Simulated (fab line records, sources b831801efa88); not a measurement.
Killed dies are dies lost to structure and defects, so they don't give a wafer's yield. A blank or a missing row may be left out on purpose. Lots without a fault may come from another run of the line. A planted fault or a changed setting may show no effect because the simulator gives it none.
Split-lot experiment | flow sfq_line | 5 lots, 23 wafers read, on a route of 325 steps

THE SPLIT
At SFQ_TRILAYER_M1_DEP_SPUTTER_037 (material Nb, target thk 200 nm, time 133.3 s), the setting time_s was moved away from the recipe's 133.3 s on 5 of the 23 wafers read, by -5.9% to +10.9%. The other wafers ran this setting at the recipe's value.

FROM THE SPLIT TO THE READING: what the file shows between them, 5 steps
- SFQ_M1_RS_MEAS_909: measures by four-point-probe
- SFQ_TRILAYER_M1_LITHO_COAT_044: resist thk 62 nm (also split here: resist_thk_nm)
- SFQ_TRILAYER_M1_LITHO_COAT_039: resist thk 600 nm
- SFQ_TRILAYER_M1_LITHO_SOFTBAKE_043
- SFQ_TRILAYER_M1_BARC_OPEN_METAL_ETCH_054: etches BARC in O2, target depth 125 nm, time 41.7 s

THE READING
oes_product_au, in a.u., at SFQ_TRILAYER_M1_ETCH_METAL_ETCH_042 (etches Nb in Cl2/Ar, stops on SiO2, target depth 240 nm, time 120 s). Fault-free wafers of this fab line usually give 0.890 a.u., standard deviation 0.0064 a.u..

wafer  | tool, chamber at the split | time_s as run, s | against the recipe | oes_product_au, a.u. | against lot-mates on the recipe
L074.1 | pvd_sputter-06, -          | 133.3            | recipe             | 0.880                | -
L074.2 | pvd_sputter-06, -          | 147.8            | +10.9%             | 0.947                | +0.066
L074.3 | pvd_sputter-06, -          | 133.3            | recipe             | 0.877                | -
L074.5 | pvd_sputter-06, -          | 133.3            | recipe             | 0.886                | -
L074.6 | pvd_sputter-06, -          | 147.8            | +10.9%             | 0.949                | +0.068
L075.1 | pvd_sputter-05, -          | 133.3            | recipe             | 0.889                | -
L075.2 | pvd_sputter-05, -          | 133.3            | recipe             | 0.889                | -
L075.3 | pvd_sputter-05, -          | 133.3            | recipe             | 0.892                | -
L075.5 | pvd_sputter-05, -          | 133.3            | recipe             | 0.891                | -
L075.6 | pvd_sputter-05, -          | 133.3            | recipe             | 0.900                | -
L078.1 | pvd_sputter-03, -          | 125.4            | -5.9%              | 0.850                | -0.049
L078.2 | pvd_sputter-03, -          | 125.4            | -5.9%              | 0.866                | -0.033
L078.3 | pvd_sputter-03, -          | 133.3            | recipe             | 0.888                | -
L078.4 | pvd_sputter-03, -          | 125.4            | -5.9%              | 0.859                | -0.040
L078.5 | pvd_sputter-03, -          | 133.3            | recipe             | 0.909                | -
L079.2 | pvd_sputter-06, -          | 133.3            | recipe             | 0.889                | -
L079.4 | pvd_sputter-06, -          | 133.3            | recipe             | 0.891                | -
L079.6 | pvd_sputter-06, -          | 133.3            | recipe             | 0.898                | -
L082.2 | pvd_sputter-03, -          | 133.3            | recipe             | 0.881                | -
L082.3 | pvd_sputter-03, -          | 133.3            | recipe             | 0.886                | -
L082.4 | pvd_sputter-03, -          | 133.3            | recipe             | 0.899                | -
L082.5 | pvd_sputter-03, -          | 133.3            | recipe             | 0.889                | -
L082.6 | pvd_sputter-03, -          | 133.3            | recipe             | 0.886                | -

THE FIT
A straight line over all 23 wafers: oes_product_au changes by +0.00534 a.u. for each +1% of time_s; r = +0.95; the points scatter about the line by 0.0074 a.u..
The same after taking each lot's own level away (the mean of its wafers on the recipe; 23 wafers): +0.00636 a.u. for each +1%; r = +0.97; scatter 0.0059 a.u..
On that fit, the largest move of time_s shifts the reading by 0.069 a.u..
The lots' own levels span 0.8810 to 0.8985 a.u., that is 2.7 times the standard deviation above.
So the lot-to-lot level changes the slope: the two fits differ.
Check: with one of the wafers moved furthest among these (+10.9%) left out of the fit, the line predicts +0.0702 a.u. for it against its lot-mates. It came out at +0.066 a.u. against them.

OTHER SPLITS ON THESE WAFERS
These wafers also went through other splits before the reading. Each is held against what the fit with the lots' levels taken away leaves over:
other split on the same wafers               | wafers away from the commonest value | r with oes_product_au (lot level and that fit taken away)
SFQ_TRILAYER_M1_LITHO_COAT_044 resist_thk_nm | 8                                    | -0.29

THE WHOLE CHAIN: every reading that the file lists as answering this split, in the file's order
step                                | what it does                                                        | reading                                                                                   | change (the file's fit)                   | r (the file's)
SFQ_TRILAYER_M1_DEP_SPUTTER_037     | material Nb, target thk 200 nm, time 133.3 s                        | Nb_of_TRILAYER_M1_DEP_SPUTTER_037.thk_nm (the simulator's own value, which no gauge read) | +2.45 nm for each +1% of the setting      | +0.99
SFQ_M1_RS_MEAS_909                  | measures by four-point-probe                                        | M1_NB_RS                                                                                  | -0.0104 for each +1% of the setting       | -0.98
SFQ_TRILAYER_M1_ETCH_METAL_ETCH_042 | etches Nb in Cl2/Ar, stops on SiO2, target depth 240 nm, time 120 s | oes_product_au                                                                            | +0.00631 a.u. for each +1% of the setting | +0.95

THE FILE'S OWN FIT
oes_product_au changes by +0.00631 a.u. for each +1% of time_s, r = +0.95.
